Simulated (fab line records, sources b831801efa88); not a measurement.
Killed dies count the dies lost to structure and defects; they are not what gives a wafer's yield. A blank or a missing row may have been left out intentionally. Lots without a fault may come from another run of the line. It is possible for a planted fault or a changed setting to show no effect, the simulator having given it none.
A lot that was struck, set against a sound lot + flow sfq-line + 42 steps out of a route of 325
Sound: wafers L351.3, L351.4, L351.5. Struck: wafer L367.5. (L367.2, L367.4 of the same lot were not struck and are left out.) The cause comes at the end.
Each step with rows lists, per side, the tool, then ch with its chambers, then its first start. Under that, the readings that differ: sound wafers + struck wafers + difference of the means + sigmas: that difference in standard deviations of wafers without a fault.
alike: readings whose means differ by less than 2 such deviations, and words and numbers that are the same on both sides. not compared: withheld readings, readings that some wafer has no value for, bounds like >300 that may hide the same value, and numbers for which the record gives no deviation and whose values overlap.
A row with sigmas, a row that says differs or no value, or rows on one side alone: a step with any of these is where the two part. When numbers do not overlap yet have no deviation, they are printed without sigmas and do not part them. A reading missing from all wafers of one side parts the sides only when that side holds two or more wafers.

first, 6 steps without rows for these wafers: SFQ_TRILAYER_L0_VIA_LITHO_COAT_018 (resist thk 62 nm); SFQ_TRILAYER_L0_VIA_LITHO_COAT_013 (resist thk 650 nm); SFQ_TRILAYER_L0_VIA_LITHO_SOFTBAKE_017; SFQ_TRILAYER_L0_VIA_LITHO_EXPOSE_014 (exposes mask L0V, target cd 700 nm); SFQ_TRILAYER_L0_VIA_LITHO_PEB_016 (peb time 60 s); SFQ_TRILAYER_L0_VIA_LITHO_DEVELOP_015 (time 60 s).
SFQ_L0V_OVL_MEAS_903:
  struck on overlay-02, day 9 12:29; sound on overlay-02, day 5 15:40
  alike: L0V_OVL
then, 5 steps without rows for these wafers: SFQ_TRILAYER_L0_VIA_BARC_OPEN_VIA_ETCH_021 (etches BARC in O2, target depth 125 nm, time 41.7 s); SFQ_TRILAYER_L0_VIA_ETCH_VIA_ETCH_016 (etches SiO2 in CHF3, stops on MoNx KI, target depth 80 nm); SFQ_TRILAYER_L0_VIA_STRIP_STRIP_017 (strips in O2); SFQ_TRILAYER_L0_VIA_STRIP_SOLV_CLEAN_018 (cleans in NMP, time 600 s); SFQ_TRILAYER_M0_DEP_PRE_CLEAN_020 (time 15 s).
SFQ_TRILAYER_M0_DEP_SPUTTER_019: material Nb, target thk 200 nm, time 133.3 s.
  struck on pvd-sputter-05, day 9 13:24; sound on pvd-sputter-05, day 5 16:35
| reading                                             | sound             | struck | difference | sigmas |
|-----------------------------------------------------|-------------------|--------|------------|--------|
| substrate-temp-c (C)                                | 20.06 20.15 19.97 | 19.75  | -0.31      | -3     |
| model.Nb_of_TRILAYER_M0_DEP_SPUTTER_019.thk-nm (nm) | 197.4 197 197.6   | 82.62  | -114.71    |        |
  alike: throttle-valve-pct
SFQ_M0_RS_MEAS_904: measures by four-point-probe.
  struck on film-metro-02, day 9 13:31; sound on film-metro-03, day 5 16:43
| reading           | sound             | struck | difference | sigmas      |
|-------------------|-------------------|--------|------------|-------------|
| M0_NB_RS (ohm/sq) | 0.901 0.903 0.900 | 2.191  | +1.290     | +99 or more |
then, 6 steps without rows for these wafers: SFQ_TRILAYER_M0_LITHO_COAT_026 (resist thk 62 nm); SFQ_TRILAYER_M0_LITHO_COAT_021 (resist thk 600 nm); SFQ_TRILAYER_M0_LITHO_SOFTBAKE_025; SFQ_TRILAYER_M0_LITHO_EXPOSE_022 (exposes mask M0, target cd 500 nm); SFQ_TRILAYER_M0_LITHO_PEB_024 (peb time 60 s); SFQ_TRILAYER_M0_LITHO_DEVELOP_023 (time 60 s).
-- the record jumps here: 3 days lie between the struck wafers' starts before and after --
SFQ_M0_OVL_MEAS_906:
  struck on overlay-01, day 12 17:50; sound on overlay-01, day 8 08:59
  alike: M0_OVL
then, 1 step without rows for these wafers: SFQ_TRILAYER_M0_BARC_OPEN_METAL_ETCH_031 (etches BARC in O2, target depth 125 nm, time 41.7 s).
SFQ_TRILAYER_M0_ETCH_METAL_ETCH_024: etches Nb in Cl2/Ar, stops on SiO2, target depth 240 nm, time 120 s.
  sound on rie-metal-02 ch 0,1, day 8 09:07; struck on rie-metal-04 ch 1, day 12 17:55
| reading               | sound             | struck | difference | sigmas |
|-----------------------|-------------------|--------|------------|--------|
| oes-product-au (a.u.) | 0.890 0.884 0.891 | 0.586  | -0.302     | -36    |
  alike: drypump-motor-current-A
  not compared: rf-hours-counter-h
SFQ_TRILAYER_M0_STRIP_STRIP_025: strips in O2.
  sound on rie-metal-02 ch 0,1, day 8 09:24; struck on rie-metal-04 ch 1, day 12 18:03
  alike: drypump-motor-current-A, oes-product-au
  not compared: rf-hours-counter-h
then, 1 step without rows for these wafers: SFQ_TRILAYER_M0_STRIP_SOLV_CLEAN_026 (cleans in NMP, time 600 s).
SFQ_TRILAYER_I0_DEP_PECVD_027: deposits SiO2 from SiH4/N2O, time 111.11 s, target thk 500 nm.
  sound on pecvd-04 ch 0,1,2, day 8 09:59; struck on pecvd-03 ch 2, day 12 18:49
| reading                | sound          | struck | difference | sigmas |
|------------------------|----------------|--------|------------|--------|
| throttle-valve-pct (%) | 24.8 26.2 23.9 | 28.4   | +3.4       | +2     |
  alike: heater-power-w
then, 1 step without rows for these wafers: SFQ_TRILAYER_I0_CMP_CMP_028 (polishes SiO2).
SFQ_I0_BOW_MEAS_907:
  struck on film-metro-04, day 13 03:34; sound on film-metro-03, day 8 16:29
  alike: I0_BOW
SFQ_TRILAYER_I0_METRO_MEASURE_029:
  struck on film-metro-04, day 13 03:52; sound on film-metro-03, day 8 16:58
  alike: thk-nm
then, 6 steps without rows for these wafers: SFQ_TRILAYER_I0_VIA_LITHO_COAT_036 (resist thk 62 nm); SFQ_TRILAYER_I0_VIA_LITHO_COAT_031 (resist thk 650 nm); SFQ_TRILAYER_I0_VIA_LITHO_SOFTBAKE_035; SFQ_TRILAYER_I0_VIA_LITHO_EXPOSE_032 (exposes mask I0, target cd 500 nm); SFQ_TRILAYER_I0_VIA_LITHO_PEB_034 (peb time 60 s); SFQ_TRILAYER_I0_VIA_LITHO_DEVELOP_033 (time 60 s).
-- the record jumps here: 3 days lie between the struck wafers' starts before and after --
SFQ_I0_OVL_MEAS_908:
  struck on overlay-01, day 15 17:47; sound on overlay-02, day 10 11:55
  alike: I0_OVL
SFQ_TRILAYER_I0_VIA_BARC_OPEN_VIA_ETCH_046: etches BARC in O2, target depth 125 nm, time 41.7 s.
  sound on rie-diel-04 ch 0,3, day 10 11:56; struck on rie-diel-03 ch 2, day 15 17:49
  alike: drypump-motor-current-A, oes-product-au
  not compared: rf-hours-counter-h
SFQ_TRILAYER_I0_VIA_ETCH_VIA_ETCH_034: etches SiO2 in CHF3, stops on Nb, target depth 260 nm.
  sound on rie-diel-04 ch 0,3, day 10 11:58; struck on rie-diel-03 ch 2, day 15 17:52
  alike: drypump-motor-current-A, oes-product-au
then, 3 steps without rows for these wafers: SFQ_TRILAYER_I0_VIA_STRIP_STRIP_035 (strips in O2); SFQ_TRILAYER_I0_VIA_STRIP_SOLV_CLEAN_036 (cleans in NMP, time 600 s); SFQ_TRILAYER_M1_DEP_PRE_CLEAN_038 (time 22.5 s).
-- the record jumps here: 59 days lie between the struck wafers' starts before and after --
SFQ_M8_BOW_MEAS_951:
  struck on film-metro-03, day 75 04:55; sound on film-metro-03, day 68 03:21
| reading                  | sound                | struck | difference | sigmas |
|--------------------------|----------------------|--------|------------|--------|
| model.etest.m0.ohm-um    | 1.795 1.808 1.798    | 4.32   | +2.52      |        |
| model.etest.l0v.link-ohm | 44.74 44.56 44.33    | 45.01  | +0.47      |        |
| model.etest.i0.link-ohm  | 1.996 2.009 2.008    | 3.277  | +1.273     |        |
| model.etest.m0.ohm-sq    | 0.9013 0.9032 0.9006 | 2.154  | +1.252     |        |
  alike: M8_BOW

== WHERE THEY PART ==
First at SFQ_TRILAYER_M0_DEP_SPUTTER_019; last, within this record, at SFQ_TRILAYER_I0_DEP_PECVD_027. Later steps at which nothing parts them and some readings are alike: SFQ_I0_BOW_MEAS_907, SFQ_TRILAYER_I0_METRO_MEASURE_029, SFQ_I0_OVL_MEAS_908, SFQ_TRILAYER_I0_VIA_BARC_OPEN_VIA_ETCH_046, SFQ_TRILAYER_I0_VIA_ETCH_VIA_ETCH_034, SFQ_M8_BOW_MEAS_951.

WHY: what had been put in by the simulator
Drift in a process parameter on pvd-sputter-05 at SFQ_TRILAYER_M0_DEP_SPUTTER_019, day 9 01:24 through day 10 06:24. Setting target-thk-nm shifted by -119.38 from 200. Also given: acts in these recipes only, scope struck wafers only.
